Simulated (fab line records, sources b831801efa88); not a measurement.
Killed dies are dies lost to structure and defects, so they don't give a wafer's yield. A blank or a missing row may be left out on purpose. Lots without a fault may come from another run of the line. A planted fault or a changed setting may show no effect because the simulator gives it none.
Which tool did it? | flow sky130 | 12 lots, 36 wafers sampled, at 5 steps of a route of 708

WHAT THE GAUGES READ, wafer by wafer
SKY_METAL3_OVL_MEAS_14.
lot  | measured     | on         | METAL3_OVL (nm)
L075 | day 38 11:50 | overlay-01 | -5 -2 -3
L077 | day 39 08:03 | overlay-02 | 4 4 7
L079 | day 40 14:29 | overlay-01 | 8 8 4
L082 | day 41 00:17 | overlay-02 | 3 7 0
L083 | day 41 10:24 | overlay-02 | 7 9 9
L085 | day 41 17:11 | overlay-02 | 7 7 1
L087 | day 43 00:59 | overlay-01 | 9 5 7
L089 | day 43 08:11 | overlay-02 | 7 4 5
L091 | day 43 13:41 | overlay-01 | 3 0 3
L093 | day 43 22:44 | overlay-02 | -3 4 3
L095 | day 44 10:08 | overlay-02 | 4 4 10
L097 | day 45 06:56 | overlay-01 | 15 8 10

WHICH TOOL RAN EACH LOT (tool, then ch and the chambers of the sampled wafers, then the start)
lot  | SKY_DNWELL_STRIP_08                 | SKY_VT_ADJUST_LVTN_STRIP_09          | SKY_LDD_HVP_STRIP_09                 | SKY_CONTACT_ETCH_16
L075 | plasma_asher-01 ch 0,1, day 3 08:06 | plasma_asher-02 ch 0,1, day 7 01:05  | plasma_asher-04 ch 0,1, day 21 15:26 | rie_diel-03 ch 0,1,3, day 31 13:19
L077 | plasma_asher-03 ch 0,1, day 3 20:07 | plasma_asher-02 ch 0,1, day 7 13:51  | plasma_asher-01 ch 0,1, day 22 12:53 | rie_diel-02 ch 0,1,2, day 32 10:04
L079 | plasma_asher-03 ch 0,1, day 4 09:16 | plasma_asher-02 ch 0,1, day 8 07:59  | plasma_asher-01 ch 0,1, day 24 00:30 | rie_diel-04 ch 0,1,3, day 33 17:13
L082 | plasma_asher-01 ch 0,1, day 4 23:50 | plasma_asher-02 ch 0,1, day 9 00:08  | plasma_asher-01 ch 0,1, day 24 13:49 | rie_diel-02 ch 0,1,2, day 34 05:49
L083 | plasma_asher-01 ch 0,1, day 5 04:52 | plasma_asher-02 ch 0,1, day 9 07:03  | plasma_asher-04 ch 0, day 25 02:23   | rie_diel-02 ch 1,2,3, day 34 18:22
L085 | plasma_asher-03 ch 0,1, day 5 15:10 | plasma_asher-03 ch 0,1, day 9 18:45  | plasma_asher-02 ch 0,1, day 25 12:35 | rie_diel-04 ch 2,3, day 35 01:34
L087 | plasma_asher-03 ch 0,1, day 6 12:43 | plasma_asher-02 ch 0,1, day 10 22:27 | plasma_asher-02 ch 0,1, day 27 03:44 | rie_diel-02 ch 0,1,3, day 36 12:34
L089 | plasma_asher-02 ch 1, day 6 18:46   | plasma_asher-03 ch 0, day 11 06:12   | plasma_asher-01 ch 0,1, day 27 13:18 | rie_diel-02 ch 0,1,3, day 36 20:22
L091 | plasma_asher-02 ch 0,1, day 7 01:43 | plasma_asher-02 ch 0,1, day 11 15:35 | plasma_asher-02 ch 0,1, day 27 19:57 | rie_diel-03 ch 0,1,3, day 37 02:16
L093 | plasma_asher-01 ch 0,1, day 7 09:10 | plasma_asher-03 ch 0,1, day 11 23:57 | plasma_asher-01 ch 0,1, day 28 05:06 | rie_diel-03 ch 0,1,3, day 37 11:43
L095 | plasma_asher-03 ch 0,1, day 7 21:31 | plasma_asher-02 ch 0,1, day 12 15:23 | plasma_asher-04 ch 1, day 28 22:21   | rie_diel-03 ch 0,1,3, day 38 03:25
L097 | plasma_asher-03 ch 0,1, day 8 09:01 | plasma_asher-02 ch 0,1, day 13 05:54 | plasma_asher-02 ch 0,1, day 29 19:00 | rie_diel-03 ch 1,2,3, day 38 23:37
- SKY_DNWELL_STRIP_08: strips in O2/N2.
- SKY_VT_ADJUST_LVTN_STRIP_09: strips in O2/N2.
- SKY_LDD_HVP_STRIP_09: strips in O2/N2.
- SKY_CONTACT_ETCH_16: etches BARC in N2/H2, stops on SiO2, time 45.9 s, target depth 60 nm.

THE ANSWER, worked out from the rows above alone
Rule: what is usual is taken from the lots themselves. Put in order of their means at a reading, lots are off if they are a third of the lots or fewer, leave a main group of 4 or more, and stand apart from it by a gap of 3 or more times the standard deviation of the main group's means; of several such gaps the widest counts. A main group whose means are all the same, to the digits that the tables above print for the reading, isn't used. A lot without any number at a reading at which 4 lots or more have one is off too. The other lots that the step has rows for count as sound.
No lot is off at any reading shown: from this, nothing can be told.

WHAT THE SIMULATOR HAD PUT IN
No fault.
